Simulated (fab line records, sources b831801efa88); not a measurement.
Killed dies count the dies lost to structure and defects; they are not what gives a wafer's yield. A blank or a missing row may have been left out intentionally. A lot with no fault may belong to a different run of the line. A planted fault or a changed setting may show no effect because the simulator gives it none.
Which of the tools did it? :: flow gf180mcu :: 13 lots, 39 wafers sampled, at 3 steps of a route of 602

WHAT THE GAUGES READ, wafer by wafer
GF_TOP_METAL_CD_MEAS_14 targets a cd of 440 nm. Usual: cd-nm 440.7 nm, standard deviation 2.1.
lot: L276
measured: day 28 11:40
on: cd-sem-01
cd-nm (nm): 441.3 440.2 439.2
flag: 

lot: L277
measured: day 28 20:02
on: cd-sem-01
cd-nm (nm): 440.3 442.5 440.6
flag: 

lot: L279
measured: day 29 15:24
on: cd-sem-01
cd-nm (nm): 443.2 440.7 440.0
flag: 

lot: L280
measured: day 29 21:05
on: cd-sem-02
cd-nm (nm): 440.6 442.4 440.1
flag: 

lot: L283
measured: day 31 00:16
on: cd-sem-01
cd-nm (nm): 437.5 437.4 438.0
flag: 

lot: L284
measured: day 31 03:39
on: cd-sem-01
cd-nm (nm): 438.6 437.7 436.9
flag: 

lot: L285
measured: day 31 10:30
on: cd-sem-02
cd-nm (nm): 442.4 441.7 442.7
flag: 

lot: L291
measured: day 32 16:33
on: cd-sem-02
cd-nm (nm): 440.0 440.7 443.3
flag: 

lot: L292
measured: day 33 00:10
on: cd-sem-01
cd-nm (nm): 440.4 439.8 441.1
flag: 

lot: L293
measured: day 33 03:19
on: cd-sem-01
cd-nm (nm): 443.9 442.0 442.2
flag: 

lot: L294
measured: day 33 04:15
on: cd-sem-02
cd-nm (nm): 438.0 440.2 437.7
flag: 

lot: L295
measured: day 33 14:04
on: cd-sem-01
cd-nm (nm): 442.4 442.6 442.3
flag: 

lot: L298
measured: day 34 03:22
on: cd-sem-01
cd-nm (nm): 443.2 441.5 443.8
flag: 

TOOL THAT RAN EACH LOT (tool first, then ch and the chambers of the sampled wafers, then the start)
lot: L276
GF_V1_CVD_02: pecvd-04 ch 0,1,2, day 17 13:56
GF_TOP_METAL_SPUTTER_04: pvd-sputter-02, day 27 16:02

lot: L277
GF_V1_CVD_02: pecvd-04 ch 0,1,2, day 17 23:20
GF_TOP_METAL_SPUTTER_04: pvd-sputter-03, day 28 00:55

lot: L279
GF_V1_CVD_02: pecvd-04 ch 2, day 19 01:20
GF_TOP_METAL_SPUTTER_04: pvd-sputter-01, day 28 20:32

lot: L280
GF_V1_CVD_02: pecvd-03 ch 0,1,2, day 19 07:46
GF_TOP_METAL_SPUTTER_04: pvd-sputter-01, day 29 02:02

lot: L283
GF_V1_CVD_02: pecvd-04 ch 0,1,2, day 20 17:33
GF_TOP_METAL_SPUTTER_04: pvd-sputter-03, day 30 06:22

lot: L284
GF_V1_CVD_02: pecvd-02 ch 0,1,2, day 20 22:14
GF_TOP_METAL_SPUTTER_04: pvd-sputter-03, day 30 09:56

lot: L285
GF_V1_CVD_02: pecvd-04 ch 1,2, day 21 07:46
GF_TOP_METAL_SPUTTER_04: pvd-sputter-02, day 30 17:09

lot: L291
GF_V1_CVD_02: pecvd-03 ch 0,2, day 23 02:23
GF_TOP_METAL_SPUTTER_04: pvd-sputter-03, day 31 23:43

lot: L292
GF_V1_CVD_02: pecvd-02 ch 0,1,2, day 23 10:04
GF_TOP_METAL_SPUTTER_04: pvd-sputter-01, day 32 07:46

lot: L293
GF_V1_CVD_02: pecvd-04 ch 0,1,2, day 23 14:08
GF_TOP_METAL_SPUTTER_04: pvd-sputter-02, day 32 10:32

lot: L294
GF_V1_CVD_02: pecvd-04 ch 0,1, day 23 17:02
GF_TOP_METAL_SPUTTER_04: pvd-sputter-02, day 32 11:52

lot: L295
GF_V1_CVD_02: pecvd-02 ch 0,1,2, day 24 05:44
GF_TOP_METAL_SPUTTER_04: pvd-sputter-02, day 32 21:57

lot: L298
GF_V1_CVD_02: pecvd-02 ch 0,2, day 25 02:50
GF_TOP_METAL_SPUTTER_04: pvd-sputter-02, day 33 12:13
- GF_V1_CVD_02: deposits SiO2 from TEOS, target thk 850 nm, time 94.851 s.
- GF_TOP_METAL_SPUTTER_04: material TiN, target thk 25 nm, time 20.8 s.

AS READ BY THE TOOLS THEMSELVES (means over the sampled wafers that have a number; for cases with no such wafer, the mark the record gives instead)
GF_V1_CVD_02. Usual: heater-power-w 653 W, standard deviation 150.
lot: L276
tool: pecvd-04
heater-power-w (W): 623
flag: 

lot: L277
tool: pecvd-04
heater-power-w (W): 684
flag: 

lot: L279
tool: pecvd-04
heater-power-w (W): 872
flag: 

lot: L280
tool: pecvd-03
heater-power-w (W): 655
flag: 

lot: L283
tool: pecvd-04
heater-power-w (W): 664
flag: 

lot: L284
tool: pecvd-02
heater-power-w (W): 641
flag: 

lot: L285
tool: pecvd-04
heater-power-w (W): 745
flag: 

lot: L291
tool: pecvd-03
heater-power-w (W): 485
flag: 

lot: L292
tool: pecvd-02
heater-power-w (W): 642
flag: 

lot: L293
tool: pecvd-04
heater-power-w (W): 697
flag: 

lot: L294
tool: pecvd-04
heater-power-w (W): 528
flag: 

lot: L295
tool: pecvd-02
heater-power-w (W): 624
flag: 

lot: L298
tool: pecvd-02
heater-power-w (W): 511
flag: 

GF_TOP_METAL_SPUTTER_04. Usual: throttle-valve-pct 29.7 %, standard deviation 1.4.
lot: L276
tool: pvd-sputter-02
throttle-valve-pct (%): 28.9
flag: 

lot: L277
tool: pvd-sputter-03
throttle-valve-pct (%): 29.7
flag: 

lot: L279
tool: pvd-sputter-01
throttle-valve-pct (%): 30.0
flag: 

lot: L280
tool: pvd-sputter-01
throttle-valve-pct (%): 29.6
flag: 

lot: L283
tool: pvd-sputter-03
throttle-valve-pct (%): 31.1
flag: 

lot: L284
tool: pvd-sputter-03
throttle-valve-pct (%): 31.1
flag: 

lot: L285
tool: pvd-sputter-02
throttle-valve-pct (%): 29.0
flag: 

lot: L291
tool: pvd-sputter-03
throttle-valve-pct (%): 31.2
flag: 

lot: L292
tool: pvd-sputter-01
throttle-valve-pct (%): 30.8
flag: 

lot: L293
tool: pvd-sputter-02
throttle-valve-pct (%): 29.2
flag: 

lot: L294
tool: pvd-sputter-02
throttle-valve-pct (%): 28.7
flag: 

lot: L295
tool: pvd-sputter-02
throttle-valve-pct (%): 29.4
flag: 

lot: L298
tool: pvd-sputter-02
throttle-valve-pct (%): 29.2
flag: 

THE ANSWER, worked out from the rows above alone
Rule: a lot counts as off when the mean over its wafers that have a number is more than 3 standard deviations away from the usual mean. Also off: a lot with no number at a reading for which 4 or more lots have one. The other lots that the step has rows for count as sound. After the gauges, taken in route order, come the tools' own readings; for these a lot's mean is taken, as printed above. At the first step where some lot is off, the reading lying furthest off is the one used; lots without a number count as furthest.
Nothing can be told from this: no lot is off at any reading shown.

WHAT WAS PUT IN BY THE SIMULATOR
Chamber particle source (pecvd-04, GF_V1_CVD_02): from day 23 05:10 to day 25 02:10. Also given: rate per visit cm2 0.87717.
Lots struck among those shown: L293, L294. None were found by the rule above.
